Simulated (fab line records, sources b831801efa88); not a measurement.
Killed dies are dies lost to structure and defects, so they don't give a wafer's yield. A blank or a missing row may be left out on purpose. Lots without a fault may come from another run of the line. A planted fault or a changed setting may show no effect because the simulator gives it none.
Which tool did it? | flow sky130 | 10 lots, 30 wafers sampled, at 2 steps of a route of 708

WHAT THE GAUGES READ, wafer by wafer
SKY_POLY_GATE_THK_MEAS_01.
lot  | measured     | on            | POLY_GATE_CVD_00_THK (nm)
L225 | day 13 17:17 | film_metro-01 | 180.7 180.4 180.3
L227 | day 14 16:27 | film_metro-02 | 181.9 181.1 182.1
L231 | day 15 21:39 | film_metro-02 | 163.7 161.5 163.6
L240 | day 19 17:50 | film_metro-01 | 182.0 181.6 181.9
L241 | day 19 19:04 | film_metro-04 | 178.8 179.5 177.9
L242 | day 20 12:58 | film_metro-04 | 181.8 181.8 180.4
L244 | day 20 19:38 | film_metro-02 | 179.8 178.1 180.3
L246 | day 22 18:21 | film_metro-02 | 178.4 179.5 180.4
L248 | day 22 18:21 | film_metro-01 | 180.5 181.8 180.8
L247 | day 22 19:35 | film_metro-02 | 184.1 183.0 184.0

WHICH TOOL RAN EACH LOT (tool, then ch and the chambers of the sampled wafers, then the start)
lot  | SKY_POLY_GATE_CVD_00
L225 | lpcvd-01 ch 1, day 13 16:05
L227 | lpcvd-01 ch 1, day 14 15:15
L231 | lpcvd-01 ch 0, day 15 20:26
L240 | lpcvd-01 ch 1, day 19 16:38
L241 | lpcvd-01 ch 0, day 19 17:50
L242 | lpcvd-01 ch 1, day 20 11:44
L244 | lpcvd-01 ch 0, day 20 18:26
L246 | lpcvd-01 ch 1, day 22 17:08
L248 | lpcvd-01 ch 0, day 22 17:08
L247 | lpcvd-01 ch 1, day 22 18:23
- SKY_POLY_GATE_CVD_00: deposits poly-Si, target thk 180 nm, time 720 s.

THE ANSWER, worked out from the rows above alone
Rule: what is usual is taken from the lots themselves. Put in order of their means at a reading, lots are off if they are a third of the lots or fewer, leave a main group of 4 or more, and stand apart from it by a gap of 3 or more times the standard deviation of the main group's means; of several such gaps the widest counts. A main group whose means are all the same, to the digits that the tables above print for the reading, isn't used. A lot without any number at a reading at which 4 lots or more have one is off too. The other lots that the step has rows for count as sound.
Off: L231, at SKY_POLY_GATE_THK_MEAS_01 (POLY_GATE_CVD_00_THK). The main group: mean 180.8 nm, standard deviation 1.4.
A tool fits if, at a process step before that reading, it ran every lot that is off, and no sound lot after the first of them. The gauges at SKY_POLY_GATE_THK_MEAS_01 are tried like those tools. None of those tried fits.

WHAT THE SIMULATOR HAD PUT IN
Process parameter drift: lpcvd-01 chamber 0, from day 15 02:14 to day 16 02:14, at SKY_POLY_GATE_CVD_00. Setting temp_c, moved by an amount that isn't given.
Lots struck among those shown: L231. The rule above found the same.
